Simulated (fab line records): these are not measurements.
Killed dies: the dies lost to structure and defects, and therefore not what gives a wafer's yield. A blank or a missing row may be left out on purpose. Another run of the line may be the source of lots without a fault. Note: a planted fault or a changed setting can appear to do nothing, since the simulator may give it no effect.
Which tool is to blame? | flow sky130 | 24 lots, 72 wafers sampled, at 6 steps of a route of 708

== WHAT EACH GAUGE READ, for each wafer ==
SKY_LDD_P_OVL_MEAS_08.
lot  | measured     | on         | LDD_P_OVL (nm)
L074 | day 18 21:15 | overlay-02 | -1.2 -0.3 -0.2
L075 | day 19 10:01 | overlay-02 | -1.5 -3.3 -1.4
L076 | day 19 12:48 | overlay-02 | 0.1 1.2 0.7
L077 | day 19 22:47 | overlay-01 | -3.6 -1.2 -0.9
L078 | day 20 05:02 | overlay-01 | -0.9 -1.0 -0.7
L079 | day 21 09:32 | overlay-02 | 1.2 0.6 1.2
L080 | day 21 09:50 | overlay-01 | 0.3 -1.3 -0.5
L081 | day 21 21:34 | overlay-01 | -1.0 0.2 -1.1
L082 | day 22 16:41 | overlay-01 | 1.9 -0.3 1.0
L085 | day 23 07:43 | overlay-01 | 1.2 2.9 1.7
L084 | day 23 09:49 | overlay-01 | -1.4 -1.8 0.1
L083 | day 23 11:03 | overlay-01 | 1.2 1.1 0.6
L086 | day 23 18:11 | overlay-01 | -0.2 -0.2 0.0
L087 | day 24 07:26 | overlay-01 | -0.7 -2.8 -1.8
L088 | day 25 04:17 | overlay-01 | 0.4 0.4 0.5
L089 | day 25 06:14 | overlay-01 | -0.8 -1.2 0.4
L090 | day 25 07:51 | overlay-01 | -1.2 -1.4 -0.4
L091 | day 25 08:58 | overlay-02 | 0.2 -0.4 -0.7
L092 | day 25 16:52 | overlay-02 | -1.4 -0.2 -1.6
L093 | day 25 22:12 | overlay-02 | 1.5 0.7 0.9
L094 | day 26 01:57 | overlay-02 | 0.1 0.3 0.4
L095 | day 26 05:02 | overlay-01 | 1.5 0.8 1.7
L096 | day 26 23:03 | overlay-02 | -0.1 -0.2 -0.2
L097 | day 27 06:11 | overlay-01 | 1.3 0.9 1.3

SKY_LOCAL_INTERCONNECT_THK_MEAS_02: measures by xrf.
lot  | measured     | on           | LOCAL_INTERCONNECT_TIN_THK (nm)
L074 | day 29 05:04 | filmMetro-01 | 96.6 97.2 97.4
L075 | day 29 10:17 | filmMetro-04 | 97.4 97.4 97.3
L076 | day 29 13:07 | filmMetro-02 | 98.4 98.8 99.0
L077 | day 29 23:38 | filmMetro-02 | 99.5 99.7 99.5
L078 | day 30 06:16 | filmMetro-02 | 98.2 96.9 98.0
L079 | day 31 06:43 | filmMetro-04 | 99.2 99.6 99.0
L080 | day 31 08:34 | filmMetro-01 | 98.6 98.8 98.6
L081 | day 31 18:25 | filmMetro-04 | 98.4 97.3 98.2
L082 | day 32 13:28 | filmMetro-01 | 98.7 99.9 99.4
L085 | day 32 23:40 | filmMetro-04 | 100.3 100.9 99.9
L084 | day 33 02:34 | filmMetro-04 | 99.7 100.0 99.8
L083 | day 33 02:56 | filmMetro-04 | 99.1 98.4 99.3
L086 | day 33 08:14 | filmMetro-04 | 98.7 99.6 98.8
L087 | day 33 22:28 | filmMetro-04 | 99.1 99.4 98.3
L088 | day 34 19:46 | filmMetro-04 | 98.3 97.9 97.6
L089 | day 34 20:08 | filmMetro-04 | 97.4 98.2 96.9
L090 | day 34 21:23 | filmMetro-02 | 99.9 99.4 99.6
L091 | day 34 23:13 | filmMetro-02 | 97.3 97.3 98.3
L092 | day 35 02:57 | filmMetro-01 | 98.5 99.0 99.4
L093 | day 35 07:23 | filmMetro-04 | 98.2 97.9 98.0
L094 | day 35 13:32 | filmMetro-04 | 97.7 96.3 97.4
L095 | day 35 14:43 | filmMetro-02 | 99.3 97.4 97.7
L096 | day 36 07:56 | filmMetro-02 | 97.7 98.4 99.3
L097 | day 36 14:50 | filmMetro-01 | 97.9 98.6 97.9

SKY_VIA2_OVL_MEAS_13.
lot  | measured     | on         | VIA2_OVL (nm)
L074 | day 36 05:55 | overlay-01 | -5 -2 6
L075 | day 36 10:35 | overlay-01 | -12 -14 -9
L076 | day 36 13:52 | overlay-01 | -19 -16 -21
L077 | day 37 00:37 | overlay-02 | -8 -10 -10
L078 | day 37 06:46 | overlay-01 | -7 -12 -6
L079 | day 38 05:42 | overlay-01 | -2 -9 -5
L080 | day 38 06:40 | overlay-02 | 5 3 -4
L081 | day 38 14:25 | overlay-01 | -3 -10 -8
L082 | day 39 10:58 | overlay-02 | -4 -2 -5
L085 | day 39 17:37 | overlay-02 | -9 -3 -7
L084 | day 39 19:37 | overlay-02 | -11 -9 -12
L083 | day 39 22:58 | overlay-02 | -8 -10 -11
L086 | day 40 01:40 | overlay-02 | -10 -10 -8
L087 | day 40 16:35 | overlay-02 | -2 -2 -3
L088 | day 41 11:37 | overlay-02 | -1 -4 -4
L089 | day 41 12:04 | overlay-01 | 0 -2 3
L090 | day 41 15:42 | overlay-01 | 2 7 5
L091 | day 41 17:46 | overlay-02 | -10 -5 -4
L092 | day 41 18:07 | overlay-01 | -6 -4 -3
L093 | day 41 21:07 | overlay-02 | 6 10 8
L094 | day 42 03:09 | overlay-01 | 7 4 -2
L095 | day 42 03:35 | overlay-01 | 1 -3 -4
L096 | day 42 19:48 | overlay-01 | -9 -7 -8
L097 | day 43 02:37 | overlay-01 | 1 -7 -8

SKY_VIA2_THK_MEAS_23: measures by xrf.
lot  | measured     | on           | VIA2_W_THK (nm)
L074 | day 36 06:57 | filmMetro-04 | 419 425 420
L075 | day 36 11:40 | filmMetro-03 | 432 430 430
L076 | day 36 14:56 | filmMetro-04 | 424 431 431
L077 | day 37 01:40 | filmMetro-04 | 423 416 420
L078 | day 37 07:49 | filmMetro-03 | 419 413 421
L079 | day 38 06:45 | filmMetro-02 | 430 427 427
L080 | day 38 07:53 | filmMetro-02 | 433 434 433
L081 | day 38 15:30 | filmMetro-02 | 435 430 431
L082 | day 39 12:05 | filmMetro-04 | 419 420 429
L085 | day 39 18:39 | filmMetro-03 | 431 430 425
L084 | day 39 20:40 | filmMetro-04 | 429 422 429
L083 | day 40 00:01 | filmMetro-03 | 419 423 418
L086 | day 40 02:43 | filmMetro-02 | 431 428 427
L087 | day 40 17:38 | filmMetro-04 | 421 419 422
L088 | day 41 12:40 | filmMetro-02 | 433 425 426
L089 | day 41 13:07 | filmMetro-02 | 424 423 423
L090 | day 41 16:46 | filmMetro-03 | 427 424 429
L091 | day 41 18:50 | filmMetro-02 | 432 430 435
L092 | day 41 19:16 | filmMetro-03 | 427 431 425
L093 | day 41 22:11 | filmMetro-04 | 418 429 424
L094 | day 42 04:21 | filmMetro-04 | 432 422 430
L095 | day 42 04:47 | filmMetro-03 | 427 433 436
L096 | day 42 20:51 | filmMetro-04 | 414 413 418
L097 | day 43 03:40 | filmMetro-03 | 431 437 426

SKY_PAD_OPEN_BOW_MEAS_13.
lot  | measured     | on           | PAD_OPEN_BOW (um)
L074 | day 45 18:16 | filmMetro-02 | 59 29 51
L075 | day 45 19:36 | filmMetro-02 | 39 48 52
L076 | day 45 22:17 | filmMetro-01 | 58 47 60
L077 | day 46 05:47 | filmMetro-02 | 46 58 52
L078 | day 46 15:49 | filmMetro-01 | 40 38 41
L079 | day 47 02:56 | filmMetro-01 | 44 42 44
L080 | day 47 06:11 | filmMetro-01 | 56 50 51
L081 | day 47 12:56 | filmMetro-01 | 43 62 59
L082 | day 48 06:52 | filmMetro-02 | 49 45 54
L085 | day 48 09:19 | filmMetro-01 | 49 48 50
L084 | day 48 12:57 | filmMetro-01 | 49 35 55
L083 | day 48 15:19 | filmMetro-02 | 53 44 36
L086 | day 48 17:19 | filmMetro-01 | 39 42 37
L087 | day 49 04:58 | filmMetro-02 | 48 46 44
L088 | day 49 16:36 | filmMetro-02 | 44 44 47
L089 | day 49 17:50 | filmMetro-04 | 51 47 34
L090 | day 49 21:45 | filmMetro-04 | 64 57 32
L091 | day 49 23:56 | filmMetro-04 | 59 50 57
L092 | day 50 00:53 | filmMetro-01 | 49 57 58
L093 | day 50 01:46 | filmMetro-02 | 36 39 37
L094 | day 50 07:36 | filmMetro-02 | 45 49 43
L095 | day 50 08:52 | filmMetro-04 | 54 49 45
L096 | day 50 17:50 | filmMetro-01 | 38 45 46
L097 | day 51 00:07 | filmMetro-02 | 65 54 54

== WHAT TOOL EACH LOT RAN ON (gives the tool, then ch and the chambers of the sampled wafers, and finally the start) ==
lot  | SKY_METAL4_ETCH_17
L074 | rieDiel-02 ch 1,2,3, day 41 19:08
L075 | rieDiel-03 ch 2,3, day 41 21:05
L076 | rieDiel-02 ch 1,3, day 41 23:20
L077 | rieDiel-04 ch 0,3, day 42 08:17
L078 | rieDiel-04 ch 0,1, day 42 18:43
L079 | rieDiel-04 ch 0,1,2, day 43 09:43
L080 | rieDiel-02 ch 0,2,3, day 43 12:17
L081 | rieDiel-04 ch 0,2,3, day 43 20:07
L082 | rieDiel-04 ch 0,1,2, day 44 14:49
L085 | rieDiel-03 ch 0,1,2, day 44 20:04
L084 | rieDiel-04 ch 1,3, day 44 22:52
L083 | rieDiel-04 ch 2,3, day 45 01:20
L086 | rieDiel-03 ch 0,1,2, day 45 03:59
L087 | rieDiel-04 ch 0,2,3, day 45 16:25
L088 | rieDiel-02 ch 0,2,3, day 46 07:34
L089 | rieDiel-04 ch 0,2,3, day 46 08:10
L090 | rieDiel-04 ch 1,2,3, day 46 13:12
L091 | rieDiel-03 ch 0,2,3, day 46 14:37
L092 | rieDiel-03 ch 1,2, day 46 15:18
L093 | rieDiel-02 ch 1,2, day 46 16:13
L094 | rieDiel-04 ch 1,2,3, day 46 23:13
L095 | rieDiel-03 ch 2,3, day 47 00:07
L096 | rieDiel-03 ch 0,1,2, day 47 13:07
L097 | rieDiel-02 ch 0,1, day 47 19:54
- SKY_METAL4_ETCH_17: etches SiO2 in C4F8/O2/Ar, stops on TiN, time 3.9 s, target depth 15 nm.

== AS READ BY THE TOOLS THEMSELVES (means over the sampled wafers that have a number; for cases with no such wafer, the mark the record gives instead) ==
SKY_METAL4_ETCH_17.
lot  | tool       | oesProductAu (a.u.)
L074 | rieDiel-02 | 0.750
L075 | rieDiel-03 | 0.756
L076 | rieDiel-02 | 0.766
L077 | rieDiel-04 | 0.763
L078 | rieDiel-04 | 0.757
L079 | rieDiel-04 | 0.753
L080 | rieDiel-02 | 0.759
L081 | rieDiel-04 | 0.760
L082 | rieDiel-04 | 0.762
L085 | rieDiel-03 | 0.757
L084 | rieDiel-04 | 0.764
L083 | rieDiel-04 | 0.758
L086 | rieDiel-03 | 0.758
L087 | rieDiel-04 | 0.761
L088 | rieDiel-02 | 0.761
L089 | rieDiel-04 | 0.755
L090 | rieDiel-04 | 0.758
L091 | rieDiel-03 | 0.757
L092 | rieDiel-03 | 0.749
L093 | rieDiel-02 | 0.764
L094 | rieDiel-04 | 0.750
L095 | rieDiel-03 | 0.758
L096 | rieDiel-03 | 0.757
L097 | rieDiel-02 | 0.762

== THE ANSWER, worked out from the rows above alone ==
Rule: what is usual is taken from the lots themselves. The widest of any qualifying gaps counts: lots, ordered by their means at a reading, are off when they make up no more than a third of the lots, leave a main group of 4 or more, and stand apart from it by 3 or more times the standard deviation of that group's means. The tables above print the reading to a certain number of digits; a main group whose means all agree to those digits is not used. A lot without any number at a reading at which 4 lots or more have one is off too. Where the step has rows for the other lots, those lots are counted as sound. First the gauges in route order, then the tools' own readings, where a lot's mean is used as printed above. At the first step where some lot is off, the reading lying furthest off is the one used; lots without a number count as furthest.
No lot is off at any reading shown: from this, nothing can be told.

== WHAT THE SIMULATOR PUT IN ==
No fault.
